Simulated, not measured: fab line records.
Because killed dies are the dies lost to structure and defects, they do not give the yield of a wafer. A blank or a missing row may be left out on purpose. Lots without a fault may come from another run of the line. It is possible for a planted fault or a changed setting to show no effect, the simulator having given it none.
Which tool is to blame? + flow gf180mcu + 24 lots with 72 wafers sampled at 6 steps, on a route of 602 steps

## WHAT EACH GAUGE READ, for each wafer
GF_V2_RS_MEAS_24: measurement is done with a four-point probe. Usual: V2_W_RS 0.328 ohm/sq, standard deviation 0.0038.
| lot  | measured     | on            | V2_W_RS (ohm/sq)  | flag |
|------|--------------|---------------|-------------------|------|
| L074 | day 19 23:52 | film metro-03 | 0.334 0.329 0.332 |      |
| L075 | day 20 08:05 | film metro-03 | 0.327 0.329 0.328 |      |
| L076 | day 20 21:35 | film metro-04 | 0.326 0.324 0.330 |      |
| L077 | day 21 02:46 | film metro-04 | 0.324 0.330 0.322 |      |
| L078 | day 21 11:50 | film metro-03 | 0.327 0.330 0.332 |      |
| L079 | day 21 22:58 | film metro-02 | 0.335 0.333 0.330 |      |
| L080 | day 22 14:40 | film metro-02 | 0.326 0.330 0.332 |      |
| L081 | day 23 04:13 | film metro-04 | 0.332 0.334 0.329 |      |
| L082 | day 23 09:49 | film metro-03 | 0.327 0.332 0.330 |      |
| L083 | day 23 18:44 | film metro-04 | 0.332 0.325 0.327 |      |
| L084 | day 24 01:52 | film metro-03 | 0.325 0.319 0.319 |      |
| L085 | day 24 11:32 | film metro-04 | 0.332 0.331 0.331 |      |
| L086 | day 24 19:57 | film metro-02 | 0.326 0.326 0.319 |      |
| L087 | day 25 04:23 | film metro-03 | 0.324 0.323 0.325 |      |
| L088 | day 25 16:43 | film metro-02 | 0.324 0.324 0.327 |      |
| L089 | day 26 01:16 | film metro-04 | 0.334 0.335 0.325 |      |
| L090 | day 26 08:55 | film metro-03 | 0.324 0.325 0.322 |      |
| L091 | day 26 12:44 | film metro-03 | 0.330 0.325 0.330 |      |
| L092 | day 26 18:50 | film metro-02 | 0.326 0.329 0.328 |      |
| L093 | day 27 03:06 | film metro-04 | 0.332 0.331 0.330 |      |
| L094 | day 27 03:49 | film metro-03 | 0.329 0.329 0.324 |      |
| L095 | day 27 13:44 | film metro-03 | 0.329 0.329 0.331 |      |
| L097 | day 27 21:01 | film metro-02 | 0.328 0.323 0.330 |      |
| L096 | day 28 01:50 | film metro-04 | 0.332 0.330 0.335 |      |

GF_MIM_THK_MEAS_06. Usual: MIM_CVD_05_THK 42.0 nm, standard deviation 0.59.
| lot  | measured     | on            | MIM_CVD_05_THK (nm) | flag |
|------|--------------|---------------|---------------------|------|
| L074 | day 24 04:13 | film metro-02 | 41.9 42.2 42.9      |      |
| L075 | day 24 11:01 | film metro-01 | 42.4 43.0 43.1      |      |
| L076 | day 24 22:42 | film metro-03 | 41.9 41.8 42.1      |      |
| L077 | day 25 05:19 | film metro-03 | 41.9 42.5 42.3      |      |
| L078 | day 25 16:07 | film metro-01 | 40.4 41.6 41.1      |      |
| L079 | day 25 22:46 | film metro-01 | 40.9 41.7 42.7      |      |
| L080 | day 26 12:09 | film metro-03 | 42.3 42.8 42.6      |      |
| L081 | day 27 01:02 | film metro-02 | 41.6 41.7 42.4      |      |
| L082 | day 27 06:29 | film metro-03 | 42.1 42.0 42.7      |      |
| L083 | day 27 15:01 | film metro-01 | 42.0 43.2 42.8      |      |
| L084 | day 27 21:02 | film metro-03 | 41.8 42.0 42.3      |      |
| L085 | day 28 05:28 | film metro-01 | 41.6 42.0 42.6      |      |
| L086 | day 28 12:03 | film metro-02 | 41.5 42.9 42.8      |      |
| L087 | day 28 20:58 | film metro-01 | 42.3 43.2 42.5      |      |
| L088 | day 29 07:19 | film metro-03 | 41.3 41.0 41.9      |      |
| L089 | day 29 15:28 | film metro-01 | 41.6 42.9 41.8      |      |
| L090 | day 29 21:48 | film metro-03 | 41.2 42.5 42.7      |      |
| L091 | day 30 01:03 | film metro-01 | 42.4 42.6 42.3      |      |
| L092 | day 30 07:28 | film metro-01 | 40.8 41.0 42.1      |      |
| L093 | day 30 14:10 | film metro-02 | 41.0 41.8 42.0      |      |
| L094 | day 30 14:57 | film metro-01 | 41.2 42.8 41.9      |      |
| L095 | day 30 23:40 | film metro-01 | 41.8 42.2 42.1      |      |
| L097 | day 31 05:24 | film metro-02 | 42.2 41.6 43.0      |      |
| L096 | day 31 10:05 | film metro-03 | 41.6 42.9 42.1      |      |

GF_TOP_METAL_RS_MEAS_05: measurement is done with a four-point probe. Usual: TOP_METAL_ALCU_RS 0.0328 ohm/sq, standard deviation 0.00043.
| lot  | measured     | on            | TOP_METAL_ALCU_RS (ohm/sq) | flag |
|------|--------------|---------------|----------------------------|------|
| L074 | day 27 00:38 | film metro-03 | 0.0329 0.0333 0.0326       |      |
| L075 | day 27 06:02 | film metro-01 | 0.0324 0.0325 0.0326       |      |
| L076 | day 27 16:47 | film metro-04 | 0.0332 0.0331 0.0331       |      |
| L077 | day 27 22:56 | film metro-03 | 0.0334 0.0327 0.0326       |      |
| L078 | day 28 08:47 | film metro-04 | 0.0326 0.0320 0.0322       |      |
| L079 | day 28 15:40 | film metro-01 | 0.0328 0.0324 0.0326       |      |
| L080 | day 29 03:32 | film metro-01 | 0.0336 0.0335 0.0335       |      |
| L081 | day 29 14:07 | film metro-01 | 0.0329 0.0332 0.0330       |      |
| L082 | day 29 20:41 | film metro-03 | 0.0322 0.0326 0.0319       |      |
| L083 | day 30 03:47 | film metro-04 | 0.0325 0.0329 0.0324       |      |
| L084 | day 30 09:43 | film metro-03 | 0.0324 0.0329 0.0325       |      |
| L085 | day 30 16:11 | film metro-01 | 0.0321 0.0328 0.0324       |      |
| L086 | day 30 23:59 | film metro-04 | 0.0331 0.0332 0.0333       |      |
| L087 | day 31 07:29 | film metro-03 | 0.0325 0.0325 0.0323       |      |
| L088 | day 31 16:57 | film metro-04 | 0.0332 0.0325 0.0329       |      |
| L089 | day 32 01:16 | film metro-01 | 0.0328 0.0325 0.0328       |      |
| L090 | day 32 07:01 | film metro-04 | 0.0322 0.0323 0.0326       |      |
| L091 | day 32 10:19 | film metro-01 | 0.0327 0.0330 0.0334       |      |
| L092 | day 32 15:32 | film metro-03 | 0.0331 0.0331 0.0326       |      |
| L093 | day 32 21:03 | film metro-03 | 0.0320 0.0321 0.0320       |      |
| L094 | day 32 22:11 | film metro-01 | 0.0331 0.0331 0.0334       |      |
| L095 | day 33 06:13 | film metro-04 | 0.0329 0.0321 0.0326       |      |
| L097 | day 33 11:14 | film metro-01 | 0.0330 0.0328 0.0330       |      |
| L096 | day 33 15:23 | film metro-03 | 0.0328 0.0325 0.0330       |      |

## WHICH TOOL RAN EACH LOT (tool, then ch and the chambers of the sampled wafers, then the start)
| lot  | GF_V4_ETCH_16                      | GF_MIM_SPUTTER_07            | GF_M5_ETCH_09                      |
|------|------------------------------------|------------------------------|------------------------------------|
| L074 | rie diel-03 ch 0,1,3, day 24 02:35 | pvd sputter-01, day 24 04:16 | rie diel-01 ch 1,2,3, day 26 00:43 |
| L075 | rie diel-01 ch 1,2, day 24 09:21   | pvd sputter-03, day 24 11:04 | rie diel-02 ch 1,2,3, day 26 06:22 |
| L076 | rie diel-02 ch 0,1,3, day 24 21:02 | pvd sputter-01, day 24 22:46 | rie diel-02 ch 0,1,3, day 26 17:08 |
| L077 | rie diel-01 ch 0,2, day 25 03:42   | pvd sputter-01, day 25 05:22 | rie diel-04 ch 0,2, day 26 23:51   |
| L078 | rie diel-02 ch 0,2,3, day 25 14:29 | pvd sputter-04, day 25 16:10 | rie diel-01 ch 0,2, day 27 10:03   |
| L079 | rie diel-02 ch 0,1,3, day 25 21:09 | pvd sputter-01, day 25 22:50 | rie diel-01 ch 0,2,3, day 27 16:05 |
| L080 | rie diel-02 ch 0,1,3, day 26 10:32 | pvd sputter-03, day 26 12:12 | rie diel-02 ch 1,3, day 28 05:09   |
| L081 | rie diel-01 ch 0,3, day 26 23:26   | pvd sputter-04, day 27 01:06 | rie diel-02 ch 0,1,3, day 28 17:15 |
| L082 | rie diel-03 ch 0,1, day 27 04:53   | pvd sputter-04, day 27 06:33 | rie diel-02 ch 0,1, day 28 22:08   |
| L083 | rie diel-03 ch 1,2,3, day 27 13:23 | pvd sputter-01, day 27 15:04 | rie diel-01 ch 0,2, day 29 05:31   |
| L084 | rie diel-01 ch 2,3, day 27 19:24   | pvd sputter-04, day 27 21:05 | rie diel-02 ch 0,2, day 29 11:56   |
| L085 | rie diel-02 ch 1,2,3, day 28 03:50 | pvd sputter-04, day 28 05:31 | rie diel-04 ch 0,1,2, day 29 19:20 |
| L086 | rie diel-02 ch 0,1,3, day 28 10:26 | pvd sputter-03, day 28 12:07 | rie diel-04 ch 1,2, day 30 02:53   |
| L087 | rie diel-02 ch 0,2,3, day 28 19:14 | pvd sputter-03, day 28 21:01 | rie diel-02 ch 1,2, day 30 11:02   |
| L088 | rie diel-02 ch 0,1, day 29 05:41   | pvd sputter-01, day 29 07:22 | rie diel-02 ch 1,3, day 30 20:37   |
| L089 | rie diel-01 ch 1,2,3, day 29 13:50 | pvd sputter-01, day 29 15:30 | rie diel-01 ch 0,2, day 31 04:42   |
| L090 | rie diel-03 ch 0,2,3, day 29 20:11 | pvd sputter-04, day 29 21:52 | rie diel-01 ch 0,3, day 31 10:31   |
| L091 | rie diel-01 ch 0,1,3, day 29 23:26 | pvd sputter-04, day 30 01:06 | rie diel-01 ch 0,2,3, day 31 13:01 |
| L092 | rie diel-02 ch 0,1,2, day 30 05:50 | pvd sputter-01, day 30 07:31 | rie diel-01 ch 0,2,3, day 31 19:34 |
| L093 | rie diel-01 ch 0,3, day 30 12:32   | pvd sputter-04, day 30 14:12 | rie diel-02 ch 0,1,3, day 32 01:20 |
| L094 | rie diel-02 ch 0,2,3, day 30 13:20 | pvd sputter-01, day 30 15:01 | rie diel-04 ch 1,2,3, day 32 02:23 |
| L095 | rie diel-01 ch 0,1, day 30 22:02   | pvd sputter-04, day 30 23:43 | rie diel-04 ch 0,1,2, day 32 10:23 |
| L097 | rie diel-02 ch 1,3, day 31 03:44   | pvd sputter-03, day 31 05:27 | rie diel-02 ch 0,2,3, day 32 15:50 |
| L096 | rie diel-02 ch 0,1,3, day 31 08:26 | pvd sputter-03, day 31 10:07 | rie diel-01 ch 0,1,3, day 32 20:41 |
- GF_V4_ETCH_16: etches BARC in N2/H2.
- GF_MIM_SPUTTER_07: material TiN, target thk 60 nm, time 50 s.
- GF_M5_ETCH_09: etches Si3N4 in CF4/O2, target depth 52 nm, time 11.6 s.

## AS READ BY THE TOOLS THEMSELVES (means over the sampled wafers that have a number; for cases with no such wafer, the mark the record gives instead)
GF_V4_ETCH_16. Usual: bias w 99.95 W, standard deviation 0.25; drypump motor current A 5.5 A, standard deviation 0.49; n2 flow sccm 100.0 sccm, standard deviation 0.33; oes product au 0.855 a.u., standard deviation 0.0049; rf fwd power W 495.3 W, standard deviation 2.3; throttle valve pct 13.225 %, standard deviation 0.0084.
| lot  | tool        | bias w (W) | drypump motor current A (A) | n2 flow sccm (sccm) | oes product au (a.u.) | rf fwd power W (W) | throttle valve pct (%) | flag |
|------|-------------|------------|-----------------------------|---------------------|-----------------------|--------------------|------------------------|------|
| L074 | rie diel-03 | 99.85      | 5.3                         | 99.9                | 0.849                 | 496.4              | 13.227                 |      |
| L075 | rie diel-01 | 99.97      | 6.3                         | 100.0               | 0.856                 | 496.7              | 13.223                 |      |
| L076 | rie diel-02 | 100.17     | 5.6                         | 100.3               | 0.856                 | 494.5              | 13.233                 |      |
| L077 | rie diel-01 | 99.96      | 5.2                         | 99.5                | 0.852                 | 494.3              | 13.222                 |      |
| L078 | rie diel-02 | 100.19     | 5.3                         | 99.9                | 0.858                 | 495.4              | 13.225                 |      |
| L079 | rie diel-02 | 99.95      | 5.6                         | 100.1               | 0.853                 | 495.9              | 13.223                 |      |
| L080 | rie diel-02 | 99.66      | 5.6                         | 99.9                | 0.856                 | 496.3              | 13.226                 |      |
| L081 | rie diel-01 | 99.81      | 5.1                         | 100.2               | 0.854                 | 495.3              | 13.227                 |      |
| L082 | rie diel-03 | 99.74      | 5.4                         | 99.8                | 0.854                 | 492.6              | 13.228                 |      |
| L083 | rie diel-03 | 100.16     | 5.5                         | 100.0               | 0.855                 | 493.4              | 13.226                 |      |
| L084 | rie diel-01 | 99.73      | 5.7                         | 100.3               | 0.854                 | 494.7              | 13.222                 |      |
| L085 | rie diel-02 | 99.94      | 5.3                         | 99.7                | 0.860                 | 495.9              | 13.228                 |      |
| L086 | rie diel-02 | 99.91      | 5.6                         | 99.8                | 0.859                 | 495.0              | 13.222                 |      |
| L087 | rie diel-02 | 100.19     | 5.3                         | 99.6                | 0.853                 | 496.5              | 13.218                 |      |
| L088 | rie diel-02 | 100.11     | 5.7                         | 100.0               | 0.857                 | 497.6              | 13.227                 |      |
| L089 | rie diel-01 | 100.06     | 6.0                         | 100.1               | 0.860                 | 492.9              | 13.224                 |      |
| L090 | rie diel-03 | 99.93      | 5.4                         | 99.7                | 0.860                 | 495.0              | 13.233                 |      |
| L091 | rie diel-01 | 100.01     | 5.7                         | 100.1               | 0.857                 | 495.6              | 13.223                 |      |
| L092 | rie diel-02 | 100.05     | 5.4                         | 100.1               | 0.858                 | 496.3              | 13.229                 |      |
| L093 | rie diel-01 | 100.12     | 5.1                         | 100.0               | 0.856                 | 495.1              | 13.235                 |      |
| L094 | rie diel-02 | 99.90      | 5.3                         | 99.9                | 0.855                 | 494.9              | 13.228                 |      |
| L095 | rie diel-01 | 99.92      | 6.0                         | 100.4               | 0.858                 | 495.5              | 13.219                 |      |
| L097 | rie diel-02 | 99.92      | 5.4                         | 100.2               | 0.852                 | 495.6              | 13.224                 |      |
| L096 | rie diel-02 | 100.02     | 5.6                         | 100.2               | 0.852                 | 497.0              | 13.225                 |      |

GF_MIM_SPUTTER_07. Usual: throttle valve pct at 30.2 %, with a standard deviation of 0.87.
| lot  | tool           | throttle valve pct (%) | flag |
|------|----------------|------------------------|------|
| L074 | pvd sputter-01 | 30.2                   |      |
| L075 | pvd sputter-03 | 29.1                   |      |
| L076 | pvd sputter-01 | 30.1                   |      |
| L077 | pvd sputter-01 | 29.9                   |      |
| L078 | pvd sputter-04 | 31.4                   |      |
| L079 | pvd sputter-01 | 29.9                   |      |
| L080 | pvd sputter-03 | 29.2                   |      |
| L081 | pvd sputter-04 | 31.3                   |      |
| L082 | pvd sputter-04 | 30.7                   |      |
| L083 | pvd sputter-01 | 30.1                   |      |
| L084 | pvd sputter-04 | 31.3                   |      |
| L085 | pvd sputter-04 | 29.9                   |      |
| L086 | pvd sputter-03 | 28.5                   |      |
| L087 | pvd sputter-03 | 29.6                   |      |
| L088 | pvd sputter-01 | 30.1                   |      |
| L089 | pvd sputter-01 | 30.3                   |      |
| L090 | pvd sputter-04 | 30.6                   |      |
| L091 | pvd sputter-04 | 30.7                   |      |
| L092 | pvd sputter-01 | 30.3                   |      |
| L093 | pvd sputter-04 | 30.3                   |      |
| L094 | pvd sputter-01 | 30.0                   |      |
| L095 | pvd sputter-04 | 30.3                   |      |
| L097 | pvd sputter-03 | 30.6                   |      |
| L096 | pvd sputter-03 | 29.7                   |      |

GF_M5_ETCH_09. Usual: bias w 149.9 W, standard deviation 0.4; cf4 flow sccm 80.03 sccm, standard deviation 0.22; drypump motor current A 5.6 A, standard deviation 0.5; oes product au 1.002 a.u., standard deviation 0.013; rf fwd power W 787 W, standard deviation 4.3; throttle valve pct 5.970 %, standard deviation 0.009.
| lot  | tool        | bias w (W) | cf4 flow sccm (sccm) | drypump motor current A (A) | oes product au (a.u.) | rf fwd power W (W) | throttle valve pct (%) | flag |
|------|-------------|------------|----------------------|-----------------------------|-----------------------|--------------------|------------------------|------|
| L074 | rie diel-01 | 150.1      | 79.80                | 5.9                         | 1.010                 | 787                | 5.970                  |      |
| L075 | rie diel-02 | 150.0      | 80.11                | 5.3                         | 1.014                 | 789                | 5.966                  |      |
| L076 | rie diel-02 | 149.9      | 80.19                | 5.6                         | 1.010                 | 787                | 5.976                  |      |
| L077 | rie diel-04 | 150.0      | 80.27                | 6.1                         | 0.998                 | 788                | 5.963                  |      |
| L078 | rie diel-01 | 149.7      | 80.39                | 5.2                         | 0.995                 | 788                | 5.964                  |      |
| L079 | rie diel-01 | 149.9      | 80.30                | 5.4                         | 0.995                 | 786                | 5.962                  |      |
| L080 | rie diel-02 | 150.4      | 79.80                | 5.5                         | 1.017                 | 787                | 5.972                  |      |
| L081 | rie diel-02 | 149.9      | 80.15                | 5.6                         | 1.010                 | 787                | 5.959                  |      |
| L082 | rie diel-02 | 149.8      | 80.01                | 5.7                         | 1.014                 | 790                | 5.973                  |      |
| L083 | rie diel-01 | 150.1      | 79.77                | 5.2                         | 0.994                 | 788                | 5.977                  |      |
| L084 | rie diel-02 | 150.6      | 80.09                | 5.5                         | 1.006                 | 786                | 5.967                  |      |
| L085 | rie diel-04 | 149.9      | 80.00                | 6.0                         | 0.992                 | 787                | 5.968                  |      |
| L086 | rie diel-04 | 150.0      | 80.01                | 6.2                         | 1.005                 | 784                | 5.965                  |      |
| L087 | rie diel-02 | 150.1      | 79.90                | 5.1                         | 1.013                 | 792                | 5.973                  |      |
| L088 | rie diel-02 | 149.9      | 79.94                | 5.5                         | 1.016                 | 784                | 5.981                  |      |
| L089 | rie diel-01 | 149.8      | 80.03                | 5.4                         | 0.998                 | 786                | 5.967                  |      |
| L090 | rie diel-01 | 150.0      | 80.19                | 5.4                         | 0.988                 | 784                | 5.961                  |      |
| L091 | rie diel-01 | 149.8      | 80.08                | 5.4                         | 0.993                 | 785                | 5.982                  |      |
| L092 | rie diel-01 | 149.8      | 79.92                | 5.4                         | 0.997                 | 785                | 5.972                  |      |
| L093 | rie diel-02 | 150.1      | 80.05                | 5.6                         | 1.009                 | 789                | 5.973                  |      |
| L094 | rie diel-04 | 149.6      | 80.08                | 5.7                         | 1.002                 | 789                | 5.966                  |      |
| L095 | rie diel-04 | 149.7      | 80.12                | 6.1                         | 0.991                 | 790                | 5.970                  |      |
| L097 | rie diel-02 | 149.6      | 79.91                | 5.3                         | 1.011                 | 787                | 5.975                  |      |
| L096 | rie diel-01 | 150.0      | 80.01                | 5.7                         | 1.005                 | 785                | 5.963                  |      |

## THE ANSWER, worked out from the rows above alone
Rule: lot off if the mean of its wafers having a number is beyond 3 standard deviations from the usual mean. Also off: a lot with no number at a reading for which 4 or more lots have one. All remaining lots with rows at the step are treated as sound. The gauges are gone through in route order, then the tools' own readings, and for those a lot's mean is taken as printed above. The first step at which some lot is off is used, and at that step the reading that is off furthest; a lot without a number counts as furthest.
Nothing can be told from this: no lot is off at any reading shown.

## WHAT HAD BEEN PUT IN BY THE SIMULATOR
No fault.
